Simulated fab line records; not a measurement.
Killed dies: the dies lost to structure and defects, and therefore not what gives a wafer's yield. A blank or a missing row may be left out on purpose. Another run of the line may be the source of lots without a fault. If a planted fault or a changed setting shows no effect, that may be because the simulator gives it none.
A struck lot beside a sound one + flow sky130 + 18 out of 708 route steps
Sound: wafers L626.2, L626.5, L626.6. Struck: wafers L632.3, L632.4, L632.6. The cause comes at the end.
At each step with rows: each side's tool, then ch and its chambers, then its first start. Under that, the readings that differ: sound wafers + struck wafers + difference of the means + sigmas: that difference in standard deviations of wafers without a fault.
alike: same words and numbers on both sides, and readings whose means sit less than 2 such deviations apart. not compared: any withheld reading, any reading some wafer has no value for, any bound like >300 that may hide the same value, and any number with overlapping values for which the record gives no deviation.
A row with sigmas, a row that says differs or no value, or rows on one side alone: a step with any of these is where the two part. When numbers do not overlap yet have no deviation, they are printed without sigmas and do not part them. A reading that every wafer of one side lacks parts them only if that side has two wafers or more.

first, 1 step without rows for these wafers: SKY_NWELL_IMPLANT_24.
SKY_NWELL_STRIP_25: strips in O2/N2.
  sound on plasmaAsher-04 ch 0,1, day 7 05:42; struck on plasmaAsher-03 ch 0,1, day 8 22:19
  alike: drypumpMotorCurrentA, oesProductAu, stripTimeToEndpointS
  not compared: rfHoursCounterH
SKY_NWELL_TW_MEAS_26:
  sound: filmMetro-04 at day 7 05:49; struck: filmMetro-04 at day 8 22:24
  alike: NWELL_2_TW
then, 1 step without rows for these wafers: SKY_NWELL_CLEAN_27 (cleans in SC1/SC2, time 150 s).
SKY_NWELL_RTA_28: time 30 s.
  sound on rtpAnneal-02 ch 0, day 7 05:56; struck on rtpAnneal-02 ch 0, day 8 22:32
  alike: lampPowerPct, wafer_temp_C_max
SKY_NWELL_RS_MEAS_29: uses a four-point probe to measure.
  sound: filmMetro-04 at day 7 06:02; struck: filmMetro-03 at day 8 22:38
  alike: NWELL_RS
SKY_NWELL_RS_MEAS_31: uses a four-point probe to measure.
  sound: filmMetro-04 at day 7 06:16; struck: filmMetro-03 at day 8 22:53
  alike: PWDE_RS
then, 4 steps without rows for these wafers: SKY_VT_ADJUST_HVTP_DEHYDRATE_00 (time 60 s); SKY_VT_ADJUST_HVTP_HMDS_01 (prime time 60 s); SKY_VT_ADJUST_HVTP_COAT_02 (resist thk 1140 nm); SKY_VT_ADJUST_HVTP_SOFTBAKE_03 (time 60 s).
SKY_VT_ADJUST_HVTP_EXPOSE_04: exposes mask HVTPM, target cd 380 nm.
  sound on ilineStepper-02 ch 0, day 7 16:02; struck on ilineStepper-02 ch 0, day 9 09:19
| reading                              | sound                   | struck               | difference | sigmas |
|--------------------------------------|-------------------------|----------------------|------------|--------|
| model.VT_ADJUST_HVTP.overlayXNm (nm) | -0.4673 -0.4673 -0.4673 | -85.05 -85.05 -85.05 | -84.58     |        |
  alike: mask
then, 2 steps without rows for these wafers: SKY_VT_ADJUST_HVTP_PEB_05; SKY_VT_ADJUST_HVTP_DEVELOP_06 (develop time 60 s).
SKY_VT_ADJUST_HVTP_CD_MEAS_07: target cd 380 nm.
  sound: cdSem-01 at day 8 02:00; struck: cdSem-01 at day 9 20:43
  alike: cdNm
SKY_VT_ADJUST_HVTP_OVL_MEAS_08:
  sound: overlay-02 at day 8 02:06; struck: overlay-01 at day 9 20:49
| reading                 | sound        | struck            | difference | sigmas |
|-------------------------|--------------|-------------------|------------|--------|
| VT_ADJUST_HVTP_OVL (nm) | 0.5 0.7 -0.6 | -84.4 -84.4 -84.5 | -84.6      | -60    |
next, for these wafers, 1 step has no rows: SKY_VT_ADJUST_HVTP_IMPLANT_09.
-- the record jumps here: 39 days lie between the struck wafers' starts before and after (it left off in module VT_ADJUST_HVTP and takes up again in module PAD_OPEN, whose first step shown is number 708 of the route) --
SKY_PAD_OPEN_PROBE_99:
  sound: prober-02 at day 47 16:35; struck: prober-02 at day 49 01:55
| reading                               | sound                   | struck                  | difference | sigmas |
|---------------------------------------|-------------------------|-------------------------|------------|--------|
| model.etest.sramPfetLatch.driveUaUm   | 134.6 135.7 141.3       | 164.1 163.2 163.3       | +26.3      |        |
| model.etest.sramPfetLatch.offLog10AUm | -13.19 -13.16 -13.21    | -11.39 -11.68 -11.64    | +1.62      |        |
| model.etest.pfet_01v8_hvt.offLog10AUm | -13.44 -13.19 -13.34    | -12.99 -12.65 -12.76    | +0.52      |        |
| model.etest.sramPfetLatch.vtSatV (V)  | -0.816 -0.7947 -0.8025  | -0.6658 -0.6737 -0.6649 | +0.1363    |        |
| model.etest.sramPfetLatch.vtV (V)     | -0.9362 -0.9147 -0.9229 | -0.8263 -0.8511 -0.835  | +0.0871    |        |
| model.etest.pfet_01v8_hvt.vtSatV (V)  | -0.851 -0.8507 -0.8467  | -0.799 -0.778 -0.7836   | +0.063     |        |
| model.etest.pfet_01v8_hvt.vtV (V)     | -0.9109 -0.9082 -0.9083 | -0.8729 -0.8655 -0.8649 | +0.0414    |        |
  alike: killed_at_M0_to_M3, killed_at_M4_up, killedAtContacts, killedAtFrontEnd, killedAtOther, killedDies, killedOnRim, killedOpen, killedShort

WHERE THEY PART
Within this record, at SKY_VT_ADJUST_HVTP_OVL_MEAS_08 only. Later steps at which nothing parts them and some readings are alike: SKY_PAD_OPEN_PROBE_99.

WHY: what the simulator had put in
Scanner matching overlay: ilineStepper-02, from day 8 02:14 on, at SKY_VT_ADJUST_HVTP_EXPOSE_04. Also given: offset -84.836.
